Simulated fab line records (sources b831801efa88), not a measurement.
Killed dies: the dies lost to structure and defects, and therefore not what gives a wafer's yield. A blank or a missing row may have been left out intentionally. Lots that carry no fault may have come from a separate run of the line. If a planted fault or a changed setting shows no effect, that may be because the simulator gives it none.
One fault seen from 2 desks	flow sky130	numbers are kept per desk, each desk with only its own; the story behind them comes last

== THE METROLOGY DESK ==
What the gauges read, lot by lot, whatever tool the lot ran on: means of the sampled wafers that have a number. The brackets show how far a lot's mean lies from the usual mean; more than 4 standard deviations puts the lot out of limits, marked OUT.
Columns: A = cdNm at SKY_CONTACT_CD_MEAS_14, usual 170.5 nm; B = CONTACT_OVL at SKY_CONTACT_OVL_MEAS_15, usual 0 nm
lot	first seen here	A	B
L959	day 32 10:36	168.6	-2
L968	day 35 22:59	171.0	10
L969	day 36 01:40	169.1	2
L975	day 37 16:10	170.8	5
L976	day 37 17:23	170.2	-7
L978	day 38 10:26	170.0	2
L979	day 38 16:57	167.7	5
Result from this desk: across the 7 lots, nothing is out of limits.

== DESK OF THE TOOL OWNER: pvdSputter-03 ==
At SKY_CONTACT_SPUTTER_23 (material TiN, target thk 20 nm, time 80 s) the tool's own readings: per lot run on this tool, the mean of the sampled wafers that have a number. The brackets show how far a lot's mean lies from the usual mean; more than 4 standard deviations puts the lot out of limits, marked OUT.
Columns: A = throttleValvePct at SKY_CONTACT_SPUTTER_23, usual 29.3 %
lot	first seen here	A
L968	day 35 23:51	28.6
L969	day 36 02:33	29.4
L975	day 37 17:02	29.5
L976	day 37 18:17	29.9
Result from this desk: across the 4 lots, nothing is out of limits.

== BROUGHT TOGETHER ==
From the metrology desk's view, nothing was out of limits.
The tool owner's desk saw nothing out of limits.

== WHAT THE SIMULATOR HAD PUT IN ==
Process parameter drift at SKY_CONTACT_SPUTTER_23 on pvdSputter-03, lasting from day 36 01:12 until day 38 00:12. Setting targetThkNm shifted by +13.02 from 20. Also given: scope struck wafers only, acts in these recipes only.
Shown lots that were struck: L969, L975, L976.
